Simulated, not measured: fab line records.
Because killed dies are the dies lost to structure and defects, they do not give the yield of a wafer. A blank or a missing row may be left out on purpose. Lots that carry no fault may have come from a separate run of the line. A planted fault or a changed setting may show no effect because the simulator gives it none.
A lot that was struck, set against a sound lot ; flow sky130 ; 22 steps out of a route of 708
Sound: wafers L351.1, L351.5, L351.6. Wafers L369.3, L369.4, L369.5 were the ones struck. The cause comes at the end.
Each step with rows lists, per side, the tool, then ch with its chambers, then its first start. Under that, the readings that differ: sound wafers ; struck wafers ; difference of the means ; sigmas: that difference in standard deviations of wafers without a fault.
alike: words and numbers the same on both sides, and readings whose means are apart by under 2 such deviations; not compared: readings that were withheld, readings missing a value for some wafer, numbers with overlapping values and no deviation given by the record, and bounds like >300 which may hide the same value.
Wherever a step has rows on one side only, a row that says differs or no value, or a row with sigmas, the two part there. Numbers that don't overlap but have no deviation are shown without sigmas and don't part them. A reading that every wafer of one side lacks parts them only if that side has two wafers or more.

first, 5 steps without rows for these wafers: SKY_VT_ADJUST_HVTR_COAT_02 (resist thk 1140 nm); SKY_VT_ADJUST_HVTR_SOFTBAKE_03 (time 60 s); SKY_VT_ADJUST_HVTR_EXPOSE_04 (exposes mask HVTRM, target cd 380 nm); SKY_VT_ADJUST_HVTR_PEB_05; SKY_VT_ADJUST_HVTR_DEVELOP_06 (develop time 60 s).
SKY_VT_ADJUST_HVTR_CD_MEAS_07: the cd target is 380 nm.
  sound on cd_sem-01, day 10 23:56; struck on cd_sem-01, day 16 22:58
reading;sound;struck;difference;sigmas
cd_nm (nm);377 377 375;388 385 386;+10;+3
SKY_VT_ADJUST_HVTR_OVL_MEAS_08:
  sound on overlay-01, day 11 00:04; struck on overlay-02, day 16 23:03
  alike: VT_ADJUST_HVTR_OVL
following that, these wafers have no rows for 1 step: SKY_VT_ADJUST_HVTR_IMPLANT_09.
SKY_VT_ADJUST_HVTR_STRIP_10: strips in O2/N2.
  sound on plasma_asher-01 ch 0,1, day 11 00:15; struck on plasma_asher-02 ch 0,1, day 16 23:16
  alike: drypump_motor_current_A, n2_flow_sccm, oes_product_au, strip_time_to_endpoint_s
  not compared: rf_hours_counter_h
SKY_VT_ADJUST_HVTR_TW_MEAS_11:
  sound on film_metro-03, day 11 00:21; struck on film_metro-04, day 16 23:20
  alike: VT_ADJUST_HVTR_TW
then, 2 steps without rows for these wafers: SKY_VT_ADJUST_PCH_DEHYDRATE_00 (time 60 s); SKY_VT_ADJUST_PCH_HMDS_01 (prime time 60 s).
SKY_VT_ADJUST_PCH_COAT_02: resist thk 3000 nm.
  sound on litho_track-02 ch 0, day 11 11:08; struck on litho_track-03 ch 0, day 17 13:25
reading;sound;struck;difference;sigmas
exhaust_pa (Pa);44.1 43.3 43.5;45.6 45.9 45.4;+2.0;+2
spin_speed_rpm (rpm);1997.8 1999.7 1999.7;1930.2 1929.2 1928.1;-69.9;-50
model.coat_of_VT_ADJUST_PCH_COAT_02.thk_nm (nm);3005 3009 3006;3061 3058 3050;+50;
then, 3 steps without rows for these wafers: SKY_VT_ADJUST_PCH_SOFTBAKE_03; SKY_VT_ADJUST_PCH_EXPOSE_04 (exposes mask NWM, target cd 840 nm); SKY_VT_ADJUST_PCH_PEB_05.
SKY_VT_ADJUST_PCH_DEVELOP_06: develop time 60 s.
  sound: litho_track-03 ch 0; struck: litho_track-01 ch 0
reading;sound;struck;difference;sigmas
model.coat_of_VT_ADJUST_PCH_COAT_02.thk_nm (nm);3004 3008 3005;3060 3057 3049;+50;
  alike: exhaust_pa
SKY_VT_ADJUST_PCH_OVL_MEAS_07:
  sound on overlay-02, day 12 00:16; struck on overlay-02, day 18 04:49
  alike: VT_ADJUST_PCH_OVL
following that, these wafers have no rows for 1 step: SKY_VT_ADJUST_PCH_IMPLANT_08.
SKY_VT_ADJUST_PCH_STRIP_09: strips in O2/N2.
  sound on plasma_asher-03 ch 0,1, day 12 00:27; struck on plasma_asher-04 ch 0,1, day 18 05:02
reading;sound;struck;difference;sigmas
strip_time_to_endpoint_s (s);37.02 37.05 37.01;37.63 37.58 37.55;+0.56;+6
  alike: drypump_motor_current_A, n2_flow_sccm, oes_product_au
  not compared: rf_hours_counter_h
SKY_VT_ADJUST_PCH_TW_MEAS_10:
  sound on film_metro-01, day 12 00:33; struck on film_metro-01, day 18 05:07
  alike: VT_ADJUST_PCH_TW
SKY_PAD_OPEN_PROBE_99:
  rows exist in the record for the sound wafers here (prober-01, day 47 07:22), none for the struck ones

WHERE THEY PART
Last at SKY_PAD_OPEN_PROBE_99 as far as this record goes, first at SKY_VT_ADJUST_HVTR_CD_MEAS_07.

WHY: what had been put in by the simulator
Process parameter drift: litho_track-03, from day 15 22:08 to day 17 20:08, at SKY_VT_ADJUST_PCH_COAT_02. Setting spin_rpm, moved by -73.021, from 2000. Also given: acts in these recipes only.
